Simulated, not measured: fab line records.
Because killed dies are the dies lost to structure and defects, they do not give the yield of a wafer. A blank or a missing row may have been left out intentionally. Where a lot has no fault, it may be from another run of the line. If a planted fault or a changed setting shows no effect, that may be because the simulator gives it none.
Which tool is to blame? ; flow sky130 ; Sampling: 24 lots, 72 wafers, 6 of 708 route steps

## WHAT THE GAUGES READ, wafer by wafer
SKY_CONTACT_RS_MEAS_25: measures by four-point-probe. Usual: CONTACT_W_RS 0.331 ohm/sq, standard deviation 0.005.
lot;measured;on;CONTACT_W_RS (ohm/sq);flag
L074;day 32 15:40;film metro-04;0.323 0.327 0.328;
L075;day 32 17:20;film metro-04;0.335 0.337 0.331;
L077;day 32 19:28;film metro-04;0.326 0.329 0.326;
L076;day 32 19:37;film metro-01;0.334 0.335 0.337;
L078;day 34 16:56;film metro-04;0.324 0.326 0.329;
L079;day 34 18:58;film metro-02;0.337 0.335 0.334;
L080;day 34 19:31;film metro-04;0.326 0.325 0.323;
L081;day 34 19:50;film metro-04;0.334 0.340 0.332;
L082;day 34 20:46;film metro-02;0.331 0.325 0.328;
L084;day 35 04:38;film metro-01;0.334 0.339 0.339;
L083;day 35 06:50;film metro-02;0.323 0.322 0.327;
L085;day 35 07:01;film metro-01;0.339 0.337 0.336;
L086;day 35 08:34;film metro-01;0.333 0.325 0.330;
L087;day 35 18:59;film metro-04;0.328 0.338 0.336;
L088;day 36 07:53;film metro-04;0.336 0.336 0.333;
L089;day 36 10:17;film metro-01;0.327 0.327 0.328;
L090;day 37 00:21;film metro-01;0.323 0.328 0.325;
L091;day 37 05:13;film metro-01;0.333 0.333 0.332;
L092;day 37 08:50;film metro-02;0.330 0.327 0.328;
L093;day 38 01:23;film metro-04;0.328 0.335 0.332;
L094;day 38 01:56;film metro-01;0.328 0.329 0.333;
L095;day 38 13:16;film metro-01;0.335 0.334 0.335;
L096;day 38 18:00;film metro-01;0.330 0.329 0.331;
L097;day 38 23:26;film metro-01;0.334 0.330 0.333;

SKY_METAL5_RS_MEAS_05: measures by four-point-probe. Usual: METAL5_ALCU_RS 0.0271 ohm/sq, standard deviation 0.00035.
lot;measured;on;METAL5_ALCU_RS (ohm/sq);flag
L074;day 43 18:53;film metro-03;0.0270 0.0273 0.0271;
L075;day 43 19:47;film metro-01;0.0274 0.0272 0.0277;
L077;day 43 20:27;film metro-04;0.0271 0.0274 0.0272;
L076;day 43 21:21;film metro-04;0.0276 0.0275 0.0269;
L078;day 45 12:29;film metro-03;0.0267 0.0271 0.0278;
L079;day 45 13:20;film metro-01;0.0267 0.0268 0.0270;
L080;day 45 14:37;film metro-01;0.0265 0.0268 0.0273;
L081;day 45 13:41;film metro-03;0.0270 0.0268 0.0272;
L082;day 45 15:05;film metro-03;0.0268 0.0267 0.0276;
L084;day 45 20:43;film metro-04;0.0269 0.0268 0.0270;
L083;day 45 22:48;film metro-04;0.0269 0.0276 0.0269;
L085;day 45 23:26;film metro-04;0.0275 0.0267 0.0266;
L086;day 45 23:47;film metro-01;0.0270 0.0267 0.0270;
L087;day 46 10:19;film metro-04;0.0269 0.0272 0.0274;
L088;day 46 17:15;film metro-03;0.0277 0.0269 0.0279;
L089;day 46 17:30;film metro-03;0.0267 0.0271 0.0271;
L090;day 47 08:20;film metro-03;0.0273 0.0270 0.0271;
L091;day 47 10:34;film metro-03;0.0276 0.0279 0.0277;
L092;day 47 13:38;film metro-03;0.0272 0.0273 0.0271;
L093;day 48 00:50;film metro-01;0.0272 0.0271 0.0271;
L094;day 48 02:38;film metro-04;0.0266 0.0268 0.0266;
L095;day 48 12:47;film metro-01;0.0270 0.0276 0.0274;
L096;day 48 15:10;film metro-03;0.0267 0.0275 0.0275;
L097;day 48 19:09;film metro-03;0.0270 0.0272 0.0269;

## EACH LOT AND THE TOOL THAT RAN IT (in order: tool; ch and the chambers of the sampled wafers; start)
lot;SKY_METAL2_SPUTTER_02;SKY_VIA2_CMP_02;SKY_VIA3_CMP_02;SKY_VIA4_CVD_18
L074;pvd sputter-02, day 35 01:28;cmp-01 ch 0,1,2, day 36 05:16;cmp-01 ch 0,1,3, day 39 14:22;cvd w-01 ch 0,1, day 43 18:06
L075;pvd sputter-02, day 35 03:44;cmp-02 ch 0,2,3, day 36 07:31;cmp-01 ch 0,1,2, day 39 15:59;cvd w-02 ch 0,1, day 43 18:28
L077;pvd sputter-04, day 35 04:44;cmp-02 ch 0,3, day 36 08:10;cmp-01 ch 1,2, day 39 16:17;cvd w-02 ch 0,1, day 43 18:53
L076;pvd sputter-01, day 35 05:35;cmp-02 ch 0,1,2, day 36 09:16;cmp-01 ch 0,1, day 39 17:36;cvd w-02 ch 0,1, day 43 20:18
L078;pvd sputter-01, day 37 01:42;cmp-02 ch 0,1, day 38 04:20;cmp-02 ch 2,3, day 41 10:56;cvd w-02 ch 0,1, day 45 11:40
L079;pvd sputter-01, day 37 02:44;cmp-02 ch 1,2,3, day 38 05:25;cmp-01 ch 0,2,3, day 41 11:10;cvd w-01 ch 0,1, day 45 12:32
L080;pvd sputter-04, day 37 03:02;cmp-02 ch 0,2,3, day 38 05:51;cmp-01 ch 0,1,3, day 41 13:43;cvd w-01 ch 0,1, day 45 13:43
L081;pvd sputter-04, day 37 03:53;cmp-02 ch 0,1,2, day 38 06:09;cmp-01 ch 0,1,3, day 41 13:23;cvd w-01 ch 0,1, day 45 12:53
L082;pvd sputter-04, day 37 05:02;cmp-01 ch 0,2,3, day 38 07:53;cmp-02 ch 1,2,3, day 41 14:10;cvd w-01 ch 0,1, day 45 14:17
L084;pvd sputter-02, day 37 11:35;cmp-01 ch 2,3, day 38 14:32;cmp-01 ch 0,3, day 41 19:44;cvd w-01 ch 0,1, day 45 19:38
L083;pvd sputter-01, day 37 14:35;cmp-01 ch 0,1, day 38 17:47;cmp-01 ch 0,1,2, day 41 23:18;cvd w-01 ch 0,1, day 45 21:59
L085;pvd sputter-04, day 37 15:25;cmp-01 ch 0,1,2, day 38 18:32;cmp-01 ch 0,2,3, day 42 00:28;cvd w-02 ch 0,1, day 45 22:38
L086;pvd sputter-01, day 37 16:05;cmp-02 ch 2,3, day 38 18:59;cmp-02 ch 2,3, day 42 00:46;cvd w-01 ch 0,1, day 45 22:59
L087;pvd sputter-04, day 38 02:35;cmp-02 ch 0,3, day 39 05:24;cmp-02 ch 1,2, day 42 10:55;cvd w-01 ch 0,1, day 46 07:41
L088;pvd sputter-01, day 38 15:11;cmp-02 ch 1,2,3, day 39 17:19;cmp-02 ch 1,2, day 42 20:31;cvd w-01 ch 0,1, day 46 16:14
L089;pvd sputter-01, day 38 16:59;cmp-02 ch 0,1,2, day 39 18:55;cmp-02 ch 0,2,3, day 42 21:43;cvd w-02 ch 0,1, day 46 16:41
L090;pvd sputter-04, day 39 07:15;cmp-01 ch 0,1,3, day 40 08:58;cmp-02 ch 0,2, day 43 11:22;cvd w-02 ch 0,1, day 47 07:32
L091;pvd sputter-04, day 39 11:43;cmp-02 ch 0,2,3, day 40 12:38;cmp-02 ch 1,3, day 43 14:28;cvd w-02 ch 1, day 47 09:40
L092;pvd sputter-01, day 39 14:50;cmp-01 ch 0,1,2, day 40 16:32;cmp-01 ch 1,2,3, day 43 18:47;cvd w-02 ch 0,1, day 47 12:50
L093;pvd sputter-02, day 40 06:40;cmp-02 ch 0,1,3, day 41 08:02;cmp-02 ch 0,1,2, day 44 07:49;cvd w-02 ch 0,1, day 48 00:02
L094;pvd sputter-02, day 40 07:56;cmp-01 ch 0,2,3, day 41 09:50;cmp-02 ch 0,2,3, day 44 11:24;cvd w-02 ch 0,1, day 48 01:49
L095;pvd sputter-01, day 40 18:31;cmp-02 ch 0,2, day 41 20:14;cmp-01 ch 0,1,3, day 44 21:06;cvd w-02 ch 1, day 48 11:59
L096;pvd sputter-01, day 40 22:31;cmp-02 ch 1,3, day 41 23:58;cmp-01 ch 1,3, day 44 22:28;cvd w-02 ch 0, day 48 14:22
L097;pvd sputter-01, day 41 04:13;cmp-02 ch 1,2,3, day 42 05:46;cmp-01 ch 0,1, day 45 05:13;cvd w-01 ch 0,1, day 48 18:20
- SKY_METAL2_SPUTTER_02: material AlCu, target thk 250 nm, time 13.3 s.
- SKY_VIA2_CMP_02: polishes SiO2.
- SKY_VIA3_CMP_02: polishes SiO2.
- SKY_VIA4_CVD_18: deposits W, target thk 505 nm, time 152.14 s.

## WHAT THE TOOLS THEMSELVES READ (means of the sampled wafers that have a number; where no wafer has one, the mark that the record gives instead)
SKY_METAL2_SPUTTER_02. Usual: cathode dc power W 10600 W, standard deviation 2; chamber pressure pa 0.4001 Pa, standard deviation 0.00083; throttle valve pct 30.2 %, standard deviation 1.
lot;tool;cathode dc power W (W);chamber pressure pa (Pa);throttle valve pct (%);flag
L074;pvd sputter-02;10599;0.3998;30.6;
L075;pvd sputter-02;10599;0.3994;30.1;
L077;pvd sputter-04;10601;0.4000;29.9;
L076;pvd sputter-01;10601;0.3996;30.9;
L078;pvd sputter-01;10599;0.4002;30.3;
L079;pvd sputter-01;10601;0.3998;30.1;
L080;pvd sputter-04;10600;0.4007;30.5;
L081;pvd sputter-04;10602;0.4004;30.8;
L082;pvd sputter-04;10600;0.4000;31.2;
L084;pvd sputter-02;10602;0.4006;29.9;
L083;pvd sputter-01;10599;0.4003;30.0;
L085;pvd sputter-04;10598;0.4000;30.8;
L086;pvd sputter-01;10600;0.4001;30.0;
L087;pvd sputter-04;10602;0.4004;31.3;
L088;pvd sputter-01;10600;0.4004;29.9;
L089;pvd sputter-01;10600;0.4002;30.1;
L090;pvd sputter-04;10600;0.3994;30.9;
L091;pvd sputter-04;10600;0.3991;30.2;
L092;pvd sputter-01;10598;0.4001;29.5;
L093;pvd sputter-02;10602;0.3996;29.5;
L094;pvd sputter-02;10601;0.3998;30.0;
L095;pvd sputter-01;10599;0.4012;30.6;
L096;pvd sputter-01;10598;0.4000;30.8;
L097;pvd sputter-01;10601;0.4004;31.5;

SKY_VIA2_CMP_02. Usual: edge zone pressure frac 1.000, standard deviation 0.0046; motor current A 11.7 A, standard deviation 1.3.
lot;tool;edge zone pressure frac;motor current A (A);flag
L074;cmp-01;1.004;12.3;
L075;cmp-02;0.999;11.0;
L077;cmp-02;0.996;11.3;
L076;cmp-02;1.001;11.0;
L078;cmp-02;0.999;10.5;
L079;cmp-02;1.003;10.9;
L080;cmp-02;1.002;11.2;
L081;cmp-02;1.001;11.1;
L082;cmp-01;1.004;13.5;
L084;cmp-01;1.002;13.5;
L083;cmp-01;1.004;11.8;
L085;cmp-01;0.998;12.3;
L086;cmp-02;1.000;11.0;
L087;cmp-02;1.000;11.1;
L088;cmp-02;1.000;10.9;
L089;cmp-02;0.998;11.1;
L090;cmp-01;1.001;13.1;
L091;cmp-02;0.998;11.4;
L092;cmp-01;1.007;12.0;
L093;cmp-02;1.001;11.0;
L094;cmp-01;0.996;13.3;
L095;cmp-02;0.994;11.7;
L096;cmp-02;0.993;10.0;
L097;cmp-02;1.002;10.8;

SKY_VIA3_CMP_02. Usual: edge zone pressure frac 1.001, standard deviation 0.0056; motor current A 12.1 A, standard deviation 1.3.
lot;tool;edge zone pressure frac;motor current A (A);flag
L074;cmp-01;1.004;13.0;
L075;cmp-01;0.998;12.2;
L077;cmp-01;0.994;12.8;
L076;cmp-01;0.999;12.0;
L078;cmp-02;1.004;11.2;
L079;cmp-01;0.996;13.3;
L080;cmp-01;0.996;12.7;
L081;cmp-01;1.003;12.5;
L082;cmp-02;0.994;10.9;
L084;cmp-01;0.999;12.5;
L083;cmp-01;1.000;12.3;
L085;cmp-01;1.000;13.5;
L086;cmp-02;1.006;11.3;
L087;cmp-02;0.996;10.7;
L088;cmp-02;1.004;11.0;
L089;cmp-02;1.000;11.3;
L090;cmp-02;1.000;11.4;
L091;cmp-02;1.004;10.9;
L092;cmp-01;1.002;13.2;
L093;cmp-02;1.001;10.8;
L094;cmp-02;1.006;11.1;
L095;cmp-01;1.001;12.8;
L096;cmp-01;1.005;12.7;
L097;cmp-01;1.000;11.9;

SKY_VIA4_CVD_18. Usual: heater power w at 829 W, with a standard deviation of 25.
lot;tool;heater power w (W);flag
L074;cvd w-01;810;
L075;cvd w-02;830;
L077;cvd w-02;846;
L076;cvd w-02;835;
L078;cvd w-02;827;
L079;cvd w-01;822;
L080;cvd w-01;801;
L081;cvd w-01;822;
L082;cvd w-01;821;
L084;cvd w-01;829;
L083;cvd w-01;814;
L085;cvd w-02;851;
L086;cvd w-01;790;
L087;cvd w-01;819;
L088;cvd w-01;818;
L089;cvd w-02;852;
L090;cvd w-02;848;
L091;cvd w-02;846;
L092;cvd w-02;847;
L093;cvd w-02;847;
L094;cvd w-02;840;
L095;cvd w-02;848;
L096;cvd w-02;846;
L097;cvd w-01;811;

## THE ANSWER, worked out from the rows above alone
Rule: take the mean of a lot's wafers that have a number; if it is more than 3 standard deviations from the usual mean, the lot is off. Also off: a lot with no number at a reading for which 4 or more lots have one. Where the step has rows for the other lots, those lots are counted as sound. After the gauges, taken in route order, come the tools' own readings; for these a lot's mean is taken, as printed above. At the first step where some lot is off, the reading lying furthest off is the one used; lots without a number count as furthest.
Across all readings shown, no lot is off: no conclusion can be drawn from this.

## WHAT HAD BEEN PUT IN BY THE SIMULATOR
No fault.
